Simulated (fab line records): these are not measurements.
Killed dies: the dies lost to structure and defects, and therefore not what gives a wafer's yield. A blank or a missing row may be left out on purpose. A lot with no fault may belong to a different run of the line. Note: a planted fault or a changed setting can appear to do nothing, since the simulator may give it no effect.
fab line records | flow sky130
record: lots: 12 | wafers: 36 | last_day: 50
route steps=708 shown VT_ADJUST_LVTN@117 POLY_CUT@315 VIA1@460 VIA2@507 PAD_OPEN@708
lots that met no fault: taken from a fault-free run of the same line
start_h: hours from the record's opening day to when the first of the lot's shown wafers began | wait_h: time in hours since the lot's previous step | " unchanged from the row above | L1.1+2: a row that stands for several wafers | - no value, or no start was given | * or withheld: withheld | < > ~ a bound
route shown NAME@n: a module of which the file shows steps, and the number in the route of the first | usual: the fault-free wafers' mean and standard deviation | same: alike in all rows | chamber/n: place in a boat | sites: per-site readings | _std_site: the values' standard deviation | _edge_site: mean of outer sites minus mean of inner sites | radius_mm: how far each site lies from the wafer's centre | mask NAME#n: copy n | behind: tool/chamber where the wafer was last shaped | hold: reason for holding the lot/hours on hold/outcome of the hold | device: names the non-switching transistor (n, p or np) | end of line: tests of these same wafers at the route's end | a step given without rows: its recipe and nothing more | killed: count of dies lost to structure and defects at first sort (not the wafer's yield) | map: per-die view of a wafer (x killed, . not killed, _ where there is no die)
set.NAME: setting as actually run; set.NAME@STEP: the setting as run at that earlier step | model.NAME: the simulator's own value behind a step, which no gauge read
route steps across a sampled set of lots; one table per step, one row per wafer
services: the hour from which a tool's chamber was out of use, counted from the record's first day as start_h (under 0 if before that day), plus the number of hours and why
== steps ==
step: SKY_VT_ADJUST_LVTN_STRIP_20
recipe: chemistry: O2/N2 | power_w: 1400 | pressure_mtorr: 1500 | platen_temp_c: withheld | o2_flow_sccm: 3000 | n2_flow_sccm: 300 | overash_fraction: 0.5
usual: drypump_motor_current_A: 5.51/0.17 | oes_product_au: 0.716/0.0044 | strip_time_to_endpoint_s: 14.16/0.037
same: overash_fraction: 0.5
lot.wafer | tool            | chamber | start_h | wait_h | drypump_motor_current_A | oes_product_au | rf_hours_counter_h | strip_time_to_endpoint_s
L752.1    | plasma_asher-02 | 1       | 185.53  | 0.1    | 5.41                    | 0.717          | 48                 | 14.16
L752.3    | "               | 1       | "       | "      | 5.39                    | 0.714          | -                  | 14.19
L752.5    | "               | 0       | "       | "      | 5.47                    | 0.714          | -                  | 14.17
L753.2    | plasma_asher-02 | 0       | 188.73  | 0.1    | 5.47                    | 0.708          | 48                 | 14.20
L753.3    | "               | 1       | "       | "      | 5.40                    | 0.721          | -                  | 14.17
L753.5    | "               | 0       | "       | "      | 5.46                    | 0.720          | -                  | 14.14
L759.3    | plasma_asher-03 | 1       | 221.51  | 0.1    | 5.45                    | 0.717          | -                  | 14.13
L759.4    | "               | 0       | "       | "      | 5.44                    | 0.719          | -                  | 14.17
L759.5    | "               | 0       | "       | "      | 5.44                    | 0.718          | -                  | 14.15
L760.1    | plasma_asher-02 | 1       | 226.43  | 0.1    | 5.38                    | 0.715          | 52                 | 14.12
L760.5    | "               | 0       | "       | "      | 5.48                    | 0.713          | -                  | 14.12
L760.6    | "               | 1       | "       | "      | 5.40                    | 0.716          | -                  | 14.12
L761.1    | plasma_asher-04 | 1       | 233.84  | 0.1    | 5.90                    | 0.714          | 43                 | 14.16
L761.3    | "               | 0       | "       | "      | 5.59                    | 0.710          | -                  | 14.17
L761.4    | "               | 1       | "       | "      | 5.92                    | 0.717          | -                  | 14.15
L762.1    | plasma_asher-03 | 0       | 241.92  | 0.1    | 5.47                    | 0.714          | 57                 | 14.17
L762.3    | "               | 0       | "       | "      | 5.47                    | 0.710          | -                  | 14.21
L762.6    | "               | 0       | "       | "      | 5.46                    | 0.712          | -                  | 14.17
L763.3    | plasma_asher-02 | 0       | 246.37  | 0.1    | 5.47                    | 0.717          | -                  | 14.11
L763.4    | "               | 1       | "       | "      | 5.39                    | 0.718          | -                  | 14.12
L763.5    | "               | 1       | "       | "      | 5.37                    | 0.718          | -                  | 14.09
L765.3    | plasma_asher-02 | 1       | 260.21  | 0.1    | 5.38                    | 0.713          | -                  | 14.11
L765.4    | "               | 0       | "       | "      | 5.47                    | 0.720          | -                  | 14.15
L765.6    | "               | 0       | "       | "      | 5.48                    | 0.717          | -                  | 14.18
L767.1    | plasma_asher-03 | 1       | 271.88  | 0.1    | 5.45                    | 0.720          | 60                 | 14.17
L767.2    | "               | 0       | "       | "      | 5.45                    | 0.717          | 60                 | 14.13
L767.3    | "               | 0       | "       | "      | 5.47                    | 0.711          | -                  | 14.15
L769.1    | plasma_asher-02 | 0       | 288.08  | 0.1    | 5.47                    | 0.720          | 58                 | 14.17
L769.2    | "               | 1       | "       | "      | 5.39                    | 0.712          | 58                 | 14.20
L769.5    | "               | 0       | "       | "      | 5.47                    | 0.703          | -                  | 14.24
L770.2    | plasma_asher-03 | 1       | 306.62  | 0.1    | 5.43                    | 0.707          | 63                 | 14.17
L770.3    | "               | 0       | "       | "      | 5.47                    | 0.715          | -                  | 14.18
L770.6    | "               | 1       | "       | "      | 5.43                    | 0.720          | -                  | 14.18
L771.1    | plasma_asher-02 | 0       | 322.67  | 0.1    | 5.47                    | 0.722          | 61                 | 14.15
L771.4    | "               | 0       | "       | "      | 5.49                    | 0.717          | -                  | 14.12
L771.6    | "               | 0       | "       | "      | 5.47                    | 0.724          | -                  | 14.12
step: SKY_POLY_CUT_CD_MEAS_08
recipe: target_cd_nm: 270
usual: cd_nm: 269.9/1.4
lot.wafer | tool      | chamber | start_h | wait_h | cd_nm
L752.1    | cd_sem-02 | -       | 593.95  | -      | 274.3
L752.3    | "         | -       | "       | "      | 273.0
L752.5    | "         | -       | "       | "      | 273.3
L753.2    | cd_sem-02 | -       | 601.67  | -      | 271.0
L753.3    | "         | -       | "       | "      | 269.8
L753.5    | "         | -       | "       | "      | 271.8
L759.3    | cd_sem-02 | -       | 638.39  | -      | 269.3
L759.4    | "         | -       | "       | "      | 269.8
L759.5    | "         | -       | "       | "      | 267.6
L760.1    | cd_sem-01 | -       | 642.14  | -      | 269.0
L760.5    | "         | -       | "       | "      | 269.4
L760.6    | "         | -       | "       | "      | 270.3
L761.1    | cd_sem-01 | -       | 651.70  | -      | 271.6
L761.3    | "         | -       | "       | "      | 271.3
L761.4    | "         | -       | "       | "      | 269.2
L762.1    | cd_sem-01 | -       | 659.09  | -      | 269.1
L762.3    | "         | -       | "       | "      | 270.0
L762.6    | "         | -       | "       | "      | 271.2
L763.3    | cd_sem-02 | -       | 682.68  | -      | 269.5
L763.4    | "         | -       | "       | "      | 268.6
L763.5    | "         | -       | "       | "      | 268.7
L765.3    | cd_sem-02 | -       | 686.53  | -      | 270.1
L765.4    | "         | -       | "       | "      | 269.3
L765.6    | "         | -       | "       | "      | 271.2
L767.1    | cd_sem-01 | -       | 697.50  | -      | 270.7
L767.2    | "         | -       | "       | "      | 270.2
L767.3    | "         | -       | "       | "      | 270.8
L769.1    | cd_sem-02 | -       | 715.40  | -      | 269.6
L769.2    | "         | -       | "       | "      | 271.3
L769.5    | "         | -       | "       | "      | 271.4
L770.2    | cd_sem-02 | -       | 728.97  | -      | 270.0
L770.3    | "         | -       | "       | "      | 270.3
L770.6    | "         | -       | "       | "      | 269.9
L771.1    | cd_sem-01 | -       | 750.29  | -      | 267.4
L771.4    | "         | -       | "       | "      | 268.9
L771.6    | "         | -       | "       | "      | 268.7
step: SKY_VIA1_CMP_02
recipe: material: SiO2 | down_force_psi: 4 | platen_rpm: 60 | pad_velocity_m_s: 0.94248
usual: motor_current_A: 12.0/1.3
lot.wafer | tool   | chamber | start_h | wait_h | motor_current_A
L752.1    | cmp-01 | 0       | 797.32  | 0.3    | 13.6
L752.3    | "      | 3       | "       | "      | 9.6
L752.5    | "      | 0       | "       | "      | 13.7
L753.2    | cmp-02 | 1       | 806.24  | 0.1    | 12.5
L753.3    | "      | 2       | "       | "      | 11.9
L753.5    | "      | 0       | "       | "      | 10.6
L759.4    | cmp-02 | 2       | 836.13  | 0.0    | 12.5
L759.3    | "      | 3       | "       | "      | 12.9
L759.5    | "      | 3       | "       | "      | 13.5
L760.1    | cmp-02 | 2       | 840.66  | 0.1    | 12.0
L760.6    | "      | 1       | "       | "      | 13.0
L760.5    | "      | 2       | "       | "      | 12.5
L761.3    | cmp-02 | 1       | 848.39  | 0.0    | 13.0
L761.1    | "      | 2       | "       | "      | 12.2
L761.4    | "      | 3       | "       | "      | 12.8
L762.1    | cmp-02 | 1       | 855.06  | 0.1    | 13.6
L762.3    | "      | 2       | "       | "      | 11.9
L762.6    | "      | 0       | "       | "      | 10.1
L763.4    | cmp-01 | 3       | 877.13  | 0.1    | 10.2
L763.3    | "      | 0       | "       | "      | 14.8
L763.5    | "      | 3       | "       | "      | 9.7
L765.3    | cmp-01 | 2       | 883.46  | 0.1    | 11.7
L765.4    | "      | 0       | "       | "      | 14.2
L765.6    | "      | 1       | "       | "      | 11.9
L767.1    | cmp-02 | 2       | 893.23  | 0.4    | 12.1
L767.2    | "      | 3       | "       | "      | 12.7
L767.3    | "      | 0       | "       | "      | 10.8
L769.1    | cmp-01 | 2       | 906.46  | 0.1    | 12.4
L769.2    | "      | 0       | "       | "      | 13.9
L769.5    | "      | 3       | "       | "      | 9.5
L770.3    | cmp-01 | 0       | 922.25  | 0.1    | 13.6
L770.2    | "      | 1       | "       | "      | 11.7
L770.6    | "      | 0       | "       | "      | 14.0
L771.1    | cmp-01 | 2       | 940.50  | 0.1    | 12.0
L771.4    | "      | 3       | "       | "      | 10.2
L771.6    | "      | 3       | "       | "      | 9.7
step: SKY_VIA2_HDPCVD_00
recipe: material: SiO2 | target_thk_nm: 1180 | sigma_open_frac: 0.3 | time_s: 196.7 | temp_c: 400 | sih4_flow_sccm: 60 | pressure_mtorr: 6
usual: run_length_s: 224.6/0.51
lot.wafer | tool      | chamber | start_h | wait_h | run_length_s
L752.1    | hdpcvd-01 | 2       | 852.83  | 0.0    | 224.5
L752.3    | "         | 0       | "       | "      | 224.5
L752.5    | "         | 2       | "       | "      | 224.4
L753.2    | hdpcvd-01 | 2       | 861.54  | 0.0    | 224.9
L753.3    | "         | 0       | "       | "      | 225.0
L753.5    | "         | 1       | "       | "      | 225.2
L759.3    | hdpcvd-02 | 0       | 894.02  | 0.0    | 224.7
L759.4    | "         | 2       | "       | "      | 224.0
L759.5    | "         | 0       | "       | "      | 224.2
L760.1    | hdpcvd-02 | 0       | 894.77  | 0.0    | 224.3
L760.5    | "         | 1       | "       | "      | 223.6
L760.6    | "         | 2       | "       | "      | 223.9
L761.1    | hdpcvd-01 | 0       | 902.68  | 0.0    | 225.6
L761.3    | "         | 1       | "       | "      | 225.8
L761.4    | "         | 2       | "       | "      | 224.9
L762.1    | hdpcvd-02 | 2       | 909.12  | 0.0    | 223.9
L762.3    | "         | 0       | "       | "      | 224.4
L762.6    | "         | 1       | "       | "      | 224.5
L763.3    | hdpcvd-01 | 2       | 929.85  | 0.0    | 224.3
L763.4    | "         | 0       | "       | "      | 224.9
L763.5    | "         | 2       | "       | "      | 224.3
L765.3    | hdpcvd-02 | 1       | 936.37  | 0.0    | 223.9
L765.4    | "         | 0       | "       | "      | 224.7
L765.6    | "         | 2       | "       | "      | 224.3
L767.1    | hdpcvd-01 | 1       | 945.53  | 0.0    | 225.2
L767.2    | "         | 0       | "       | "      | 224.7
L767.3    | "         | 2       | "       | "      | 224.6
L769.1    | hdpcvd-02 | 2       | 959.03  | 0.0    | 223.9
L769.2    | "         | 1       | "       | "      | 224.5
L769.5    | "         | 0       | "       | "      | 267.6
L770.2    | hdpcvd-02 | 0       | 973.12  | 0.0    | 267.6
L770.3    | "         | 1       | "       | "      | 223.7
L770.6    | "         | 0       | "       | "      | 268.0
L771.1    | hdpcvd-01 | 0       | 991.03  | 0.0    | 225.3
L771.4    | "         | 0       | "       | "      | 224.8
L771.6    | "         | 2       | "       | "      | 224.5
step: SKY_VIA2_THK_MEAS_01
recipe: reads: SiO2_of_VIA2_HDPCVD_00
usual: VIA2_HDPCVD_THK: 1181/13
lot.wafer | tool          | chamber | start_h | wait_h | VIA2_HDPCVD_THK[nm]
L752.1    | film_metro-04 | -       | 852.95  | 0.1    | 1166
L752.3    | "             | -       | "       | "      | 1175
L752.5    | "             | -       | "       | "      | 1170
L753.2    | film_metro-02 | -       | 861.67  | 0.1    | 1163
L753.3    | "             | -       | "       | "      | 1167
L753.5    | "             | -       | "       | "      | 1177
L759.3    | film_metro-01 | -       | 894.17  | 0.1    | 1160
L759.4    | "             | -       | "       | "      | 1184
L759.5    | "             | -       | "       | "      | 1161
L760.1    | film_metro-04 | -       | 894.90  | 0.1    | 1197
L760.5    | "             | -       | "       | "      | 1179
L760.6    | "             | -       | "       | "      | 1207
L761.1    | film_metro-04 | -       | 902.80  | 0.1    | 1179
L761.3    | "             | -       | "       | "      | 1184
L761.4    | "             | -       | "       | "      | 1175
L762.1    | film_metro-02 | -       | 909.24  | 0.1    | 1204
L762.3    | "             | -       | "       | "      | 1186
L762.6    | "             | -       | "       | "      | 1185
L763.3    | film_metro-02 | -       | 930.00  | 0.1    | 1181
L763.4    | "             | -       | "       | "      | 1190
L763.5    | "             | -       | "       | "      | 1190
L765.3    | film_metro-01 | -       | 936.51  | 0.1    | 1176
L765.4    | "             | -       | "       | "      | 1168
L765.6    | "             | -       | "       | "      | 1178
L767.1    | film_metro-02 | -       | 945.65  | 0.1    | 1185
L767.2    | "             | -       | "       | "      | 1183
L767.3    | "             | -       | "       | "      | 1165
L769.1    | film_metro-01 | -       | 959.15  | 0.1    | 1188
L769.2    | "             | -       | "       | "      | 1185
L769.5    | "             | -       | "       | "      | 1441
L770.2    | film_metro-04 | -       | 973.26  | 0.1    | 1421
L770.3    | "             | -       | "       | "      | 1159
L770.6    | "             | -       | "       | "      | 1425
L771.1    | film_metro-02 | -       | 991.16  | 0.1    | 1196
L771.4    | "             | -       | "       | "      | 1190
L771.6    | "             | -       | "       | "      | 1168
step: SKY_PAD_OPEN_PROBE_99
usual: defect_limited_yield: 82.5/1.8 | killed_at_M0_to_M3: 44/7.1 | killed_at_M4_up: 3.0/1.9 | killed_at_contacts: 25/5.6 | killed_at_front_end: 14/4.1 | killed_at_other: 0.2/0.44 | killed_dies: 86/9.1 | killed_open: 47/7.4 | killed_short: 39/5.7 | sort_bin_3_pad_short: 0.9/0.37 | sort_bin_5_function: 10.3/1.6 | sort_bin_6_memory: 6.3/1.1 | sort_n_pass: 406/9.1 | sort_yield_pct: 82.5/1.8
same: gross_dies: 492 | killed_at_back_side: 0 | sort_bin_4_leakage[%]: 0 | sort_bin_8_speed[%]: 0
lot.wafer | tool      | chamber | start_h | wait_h | defect_limited_yield[%] | killed_at_M0_to_M3 | killed_at_M4_up | killed_at_contacts | killed_at_front_end | killed_at_other | killed_dies | killed_open | killed_short | sort_bin_3_pad_short[%] | sort_bin_5_function[%] | sort_bin_6_memory[%] | sort_n_pass | sort_yield_pct[%]
L760.6    | prober-02 | -       | 1129.23 | 0.2    | 80.9                    | 41                 | 2               | 29                 | 21                  | 1               | 94          | 50          | 44           | 1.0                     | 10.4                   | 7.7                  | 398         | 80.9
L762.6    | prober-02 | -       | 1143.45 | 0.2    | 80.7                    | 46                 | 3               | 30                 | 15                  | 1               | 95          | 45          | 50           | 1.8                     | 10.6                   | 6.9                  | 397         | 80.7
killed by level:class
L760.6 VIA1:geometric_particle:open=14 LI_CONTACT:geometric_particle:open=9 FIELD_ISO:geometric_particle:open=7 METAL1:geometric_particle:short=7 CONTACT:geometric_particle:open=6 LOCAL_INTERCONNECT:geometric_particle:short=5 POLY_GATE:geometric_particle:short=4 LI_CONTACT:geometric_particle:short=4
L762.6 VIA1:geometric_particle:open=11 LI_CONTACT:geometric_particle:open=9 CONTACT:geometric_particle:short=7 VIA2:geometric_particle:open=7 LOCAL_INTERCONNECT:geometric_particle:short=6 VIA1:geometric_particle:short=5 METAL1:geometric_particle:short=5 METAL3:geometric_particle:short=5
== services ==
tool            | chamber | start_h | hours | kind
cmp-02          | -       | 182.64  | 2.9   | repair
hdpcvd-02       | -       | 207.30  | 1.0   | repair
cmp-01          | -       | 207.74  | 0.8   | repair
hdpcvd-01       | -       | 217.16  | 2.8   | pm
cmp-01          | -       | 232.00  | 4.0   | pm
cmp-02          | -       | 262.95  | 1.7   | repair
hdpcvd-01       | 1       | 318.60  | 2.2   | repair
hdpcvd-01       | 2       | 319.40  | 4.3   | repair
plasma_asher-02 | -       | 343.67  | 8.5   | repair
cmp-02          | -       | 349.98  | 1.5   | repair
hdpcvd-01       | -       | 366.25  | 15.0  | pm
cmp-02          | -       | 378.24  | 2.3   | repair
hdpcvd-02       | 2       | 378.63  | 14.6  | repair
hdpcvd-01       | 0       | 386.52  | 24.0  | repair
cmp-02          | -       | 386.61  | 5.0   | repair
cmp-02          | -       | 399.66  | 0.8   | repair
cmp-02          | -       | 404.34  | 4.0   | pm
cmp-02          | -       | 414.56  | 4.0   | pm
plasma_asher-02 | -       | 421.25  | 9.0   | pm
cmp-02          | -       | 421.60  | 1.8   | repair
cmp-01          | -       | 446.64  | 5.6   | repair
cmp-02          | -       | 473.09  | 6.8   | pm
plasma_asher-02 | -       | 686.95  | 14.6  | pm
plasma_asher-02 | -       | 710.38  | 5.9   | repair
== key ==
first_sign: step: SKY_VIA2_HDPCVD_00 | reading: run_length_s | direction: up | sigmas: 85 | usual: * | struck: *
effect: step: SKY_VIA2_THK_MEAS_01 | reading: VIA2_HDPCVD_THK | direction: up | sigmas: 19 | usual: 1181 | struck: 1429
met_at SKY_VIA2_HDPCVD_00
struck_lots L769,L770
struck_wafers L769.5,L770.2,L770.6
not_acting_at SKY_VT_ADJUST_LVTN_STRIP_20,SKY_POLY_CUT_CD_MEAS_08,SKY_VIA1_CMP_02
onset_between 936.37 959.03
fault: kind: process_parameter_drift | tool: hdpcvd-02 | chamber: 0 | onset_h: 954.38 | steps: SKY_VIA2_HDPCVD_00 | channel: time_s | offset: * | shape: step | end_h: 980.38 | acts_in: * | stated: *
